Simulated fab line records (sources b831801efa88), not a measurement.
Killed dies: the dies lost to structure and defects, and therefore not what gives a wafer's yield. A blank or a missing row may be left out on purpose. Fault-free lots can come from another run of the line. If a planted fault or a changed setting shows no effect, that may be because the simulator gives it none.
Which tool is to blame? || flow sky130 || route of 708 steps, sampled at 1 step: 12 lots, 36 wafers

WHAT EACH GAUGE READ, for each wafer
SKY_NWELL_THK_MEAS_02.
{"lot": "L075", "measured": "day 2 18:31", "on": "filmMetro-04", "NWELL_OXIDATION_THK (nm)": "10.21 10.25 9.98"}
{"lot": "L077", "measured": "day 3 05:41", "on": "filmMetro-01", "NWELL_OXIDATION_THK (nm)": "9.88 10.04 9.82"}
{"lot": "L079", "measured": "day 3 16:14", "on": "filmMetro-03", "NWELL_OXIDATION_THK (nm)": "10.16 10.10 10.07"}
{"lot": "L081", "measured": "day 4 05:55", "on": "filmMetro-03", "NWELL_OXIDATION_THK (nm)": "10.26 10.36 10.08"}
{"lot": "L083", "measured": "day 4 20:22", "on": "filmMetro-03", "NWELL_OXIDATION_THK (nm)": "9.99 10.31 10.18"}
{"lot": "L085", "measured": "day 5 02:50", "on": "filmMetro-03", "NWELL_OXIDATION_THK (nm)": "9.97 10.16 10.04"}
{"lot": "L087", "measured": "day 5 08:31", "on": "filmMetro-04", "NWELL_OXIDATION_THK (nm)": "9.84 9.63 9.82"}
{"lot": "L088", "measured": "day 5 18:26", "on": "filmMetro-04", "NWELL_OXIDATION_THK (nm)": "10.29 10.38 10.17"}
{"lot": "L091", "measured": "day 6 05:58", "on": "filmMetro-01", "NWELL_OXIDATION_THK (nm)": "9.86 9.77 9.93"}
{"lot": "L093", "measured": "day 6 14:00", "on": "filmMetro-01", "NWELL_OXIDATION_THK (nm)": "10.32 10.38 10.53"}
{"lot": "L095", "measured": "day 7 04:46", "on": "filmMetro-03", "NWELL_OXIDATION_THK (nm)": "9.79 9.87 10.00"}
{"lot": "L097", "measured": "day 7 13:31", "on": "filmMetro-03", "NWELL_OXIDATION_THK (nm)": "9.89 9.93 9.99"}

TOOL THAT RAN EACH LOT (tool first, then ch and the chambers of the sampled wafers, then the start)
There is no process step in the record ahead of these readings.

THE ANSWER, worked out from the rows above alone
Rule: what is usual is taken from the lots themselves. Put in order of their means at a reading, lots are off if they are a third of the lots or fewer, leave a main group of 4 or more, and stand apart from it by a gap of 3 or more times the standard deviation of the main group's means; of several such gaps the widest counts. Not used: any main group whose means are identical at the precision the tables above print for the reading. A lot without any number at a reading at which 4 lots or more have one is off too. Where the step has rows for the other lots, those lots are counted as sound.
Nothing can be told from this: no lot is off at any reading shown.

WHAT THE SIMULATOR PUT IN
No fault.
